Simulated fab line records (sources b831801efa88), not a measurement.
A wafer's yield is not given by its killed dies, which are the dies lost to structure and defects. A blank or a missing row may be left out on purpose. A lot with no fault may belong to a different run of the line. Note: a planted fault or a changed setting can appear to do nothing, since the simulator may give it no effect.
The tool behind it: which one? :: flow sky130 :: 11 lots, 33 wafers sampled, at 3 steps of a route of 708

## WHAT THE GAUGES READ, wafer by wafer
SKY_VIA3_OVL_MEAS_13.
lot: L773
measured: day 39 13:40
on: overlay-01
VIA3_OVL (nm): -5 0 -8

lot: L779
measured: day 41 11:49
on: overlay-01
VIA3_OVL (nm): 4 0 2

lot: L781
measured: day 42 15:52
on: overlay-02
VIA3_OVL (nm): 1 -4 -5

lot: L780
measured: day 42 17:54
on: overlay-01
VIA3_OVL (nm): -2 1 6

lot: L783
measured: day 42 18:28
on: overlay-01
VIA3_OVL (nm): 3 5 12

lot: L782
measured: day 42 18:49
on: overlay-02
VIA3_OVL (nm): 9 0 11

lot: L784
measured: day 43 00:09
on: overlay-01
VIA3_OVL (nm): 7 4 -1

lot: L786
measured: day 43 07:18
on: overlay-01
VIA3_OVL (nm): -5 -8 -3

lot: L787
measured: day 43 14:16
on: overlay-02
VIA3_OVL (nm): -5 1 5

lot: L788
measured: day 43 19:13
on: overlay-01
VIA3_OVL (nm): 0 3 4

lot: L792
measured: day 44 21:07
on: overlay-01
VIA3_OVL (nm): 1 2 -1

SKY_VIA3_THK_MEAS_23: measures by xrf.
lot: L773
measured: day 39 14:44
on: film-metro-02
VIA3_W_THK (nm): 392 396 384

lot: L779
measured: day 41 13:17
on: film-metro-02
VIA3_W_THK (nm): 400 399 400

lot: L781
measured: day 42 17:02
on: film-metro-02
VIA3_W_THK (nm): 380 402 387

lot: L780
measured: day 42 19:01
on: film-metro-04
VIA3_W_THK (nm): 407 396 397

lot: L783
measured: day 42 19:34
on: film-metro-04
VIA3_W_THK (nm): 393 411 394

lot: L782
measured: day 42 19:52
on: film-metro-02
VIA3_W_THK (nm): 398 396 388

lot: L784
measured: day 43 01:13
on: film-metro-02
VIA3_W_THK (nm): 395 388 391

lot: L786
measured: day 43 08:20
on: film-metro-02
VIA3_W_THK (nm): 392 400 401

lot: L787
measured: day 43 15:22
on: film-metro-04
VIA3_W_THK (nm): 413 394 398

lot: L788
measured: day 43 20:19
on: film-metro-02
VIA3_W_THK (nm): 396 410 392

lot: L792
measured: day 44 22:09
on: film-metro-02
VIA3_W_THK (nm): 388 399 383

## WHICH TOOL RAN EACH LOT (tool, then ch and the chambers of the sampled wafers, then the start)
lot: L773
SKY_VIA3_ETCH_14: rie-diel-04 ch 0,2, day 39 13:41

lot: L779
SKY_VIA3_ETCH_14: rie-diel-02 ch 1,2,3, day 41 11:50

lot: L781
SKY_VIA3_ETCH_14: rie-diel-04 ch 0, day 42 15:53

lot: L780
SKY_VIA3_ETCH_14: rie-diel-04 ch 0,3, day 42 17:56

lot: L783
SKY_VIA3_ETCH_14: rie-diel-03 ch 0,3, day 42 18:29

lot: L782
SKY_VIA3_ETCH_14: rie-diel-02 ch 2,3, day 42 18:50

lot: L784
SKY_VIA3_ETCH_14: rie-diel-03 ch 0,1,3, day 43 00:11

lot: L786
SKY_VIA3_ETCH_14: rie-diel-04 ch 1,3, day 43 07:20

lot: L787
SKY_VIA3_ETCH_14: rie-diel-03 ch 0,2,3, day 43 14:17

lot: L788
SKY_VIA3_ETCH_14: rie-diel-03 ch 0,1,3, day 43 19:14

lot: L792
SKY_VIA3_ETCH_14: rie-diel-02 ch 2,3, day 44 21:08
- SKY_VIA3_ETCH_14: etches BARC in N2/H2, stops on SiO2, time 45.9 s, target depth 60 nm.

## AS READ BY THE TOOLS THEMSELVES (means over the sampled wafers that have a number; for cases with no such wafer, the mark the record gives instead)
SKY_VIA3_ETCH_14.
lot: L773
tool: rie-diel-04
chamber-pressure-mTorr (mTorr): 30.016
drypump-motor-current-A (A): 6.4
oes-product-au (a.u.): 0.854
run-length-s (s): 73.8
throttle-valve-pct (%): 13.222

lot: L779
tool: rie-diel-02
chamber-pressure-mTorr (mTorr): 29.994
drypump-motor-current-A (A): 5.7
oes-product-au (a.u.): 0.856
run-length-s (s): 74.5
throttle-valve-pct (%): 13.233

lot: L781
tool: rie-diel-04
chamber-pressure-mTorr (mTorr): 29.999
drypump-motor-current-A (A): 6.3
oes-product-au (a.u.): 0.862
run-length-s (s): 74.0
throttle-valve-pct (%): 13.222

lot: L780
tool: rie-diel-04
chamber-pressure-mTorr (mTorr): 29.984
drypump-motor-current-A (A): 6.1
oes-product-au (a.u.): 0.855
run-length-s (s): 73.7
throttle-valve-pct (%): 13.225

lot: L783
tool: rie-diel-03
chamber-pressure-mTorr (mTorr): 29.970
drypump-motor-current-A (A): 5.2
oes-product-au (a.u.): 0.852
run-length-s (s): 74.2
throttle-valve-pct (%): 13.220

lot: L782
tool: rie-diel-02
chamber-pressure-mTorr (mTorr): 29.958
drypump-motor-current-A (A): 5.5
oes-product-au (a.u.): 0.853
run-length-s (s): 74.4
throttle-valve-pct (%): 13.226

lot: L784
tool: rie-diel-03
chamber-pressure-mTorr (mTorr): 30.000
drypump-motor-current-A (A): 5.2
oes-product-au (a.u.): 0.855
run-length-s (s): 74.3
throttle-valve-pct (%): 13.229

lot: L786
tool: rie-diel-04
chamber-pressure-mTorr (mTorr): 29.990
drypump-motor-current-A (A): 6.0
oes-product-au (a.u.): 0.859
run-length-s (s): 73.8
throttle-valve-pct (%): 13.228

lot: L787
tool: rie-diel-03
chamber-pressure-mTorr (mTorr): 29.983
drypump-motor-current-A (A): 5.4
oes-product-au (a.u.): 0.851
run-length-s (s): 74.4
throttle-valve-pct (%): 13.224

lot: L788
tool: rie-diel-03
chamber-pressure-mTorr (mTorr): 30.003
drypump-motor-current-A (A): 5.2
oes-product-au (a.u.): 0.855
run-length-s (s): 74.3
throttle-valve-pct (%): 13.230

lot: L792
tool: rie-diel-02
chamber-pressure-mTorr (mTorr): 29.996
drypump-motor-current-A (A): 5.5
oes-product-au (a.u.): 0.855
run-length-s (s): 74.7
throttle-valve-pct (%): 13.222

## THE ANSWER, worked out from the rows above alone
Rule: usual is defined by the lots themselves. Put in order of their means at a reading, lots are off if they are a third of the lots or fewer, leave a main group of 4 or more, and stand apart from it by a gap of 3 or more times the standard deviation of the main group's means; of several such gaps the widest counts. If all means in a main group match to the digits the tables above print for the reading, that group is not used. A lot without any number at a reading at which 4 lots or more have one is off too. The other lots that the step has rows for count as sound. First the gauges in route order, then the tools' own readings, where a lot's mean is used as printed above. The first step at which some lot is off is used, and at that step the reading that is off furthest; a lot without a number counts as furthest.
Across all readings shown, no lot is off: no conclusion can be drawn from this.

## WHAT WAS PUT IN BY THE SIMULATOR
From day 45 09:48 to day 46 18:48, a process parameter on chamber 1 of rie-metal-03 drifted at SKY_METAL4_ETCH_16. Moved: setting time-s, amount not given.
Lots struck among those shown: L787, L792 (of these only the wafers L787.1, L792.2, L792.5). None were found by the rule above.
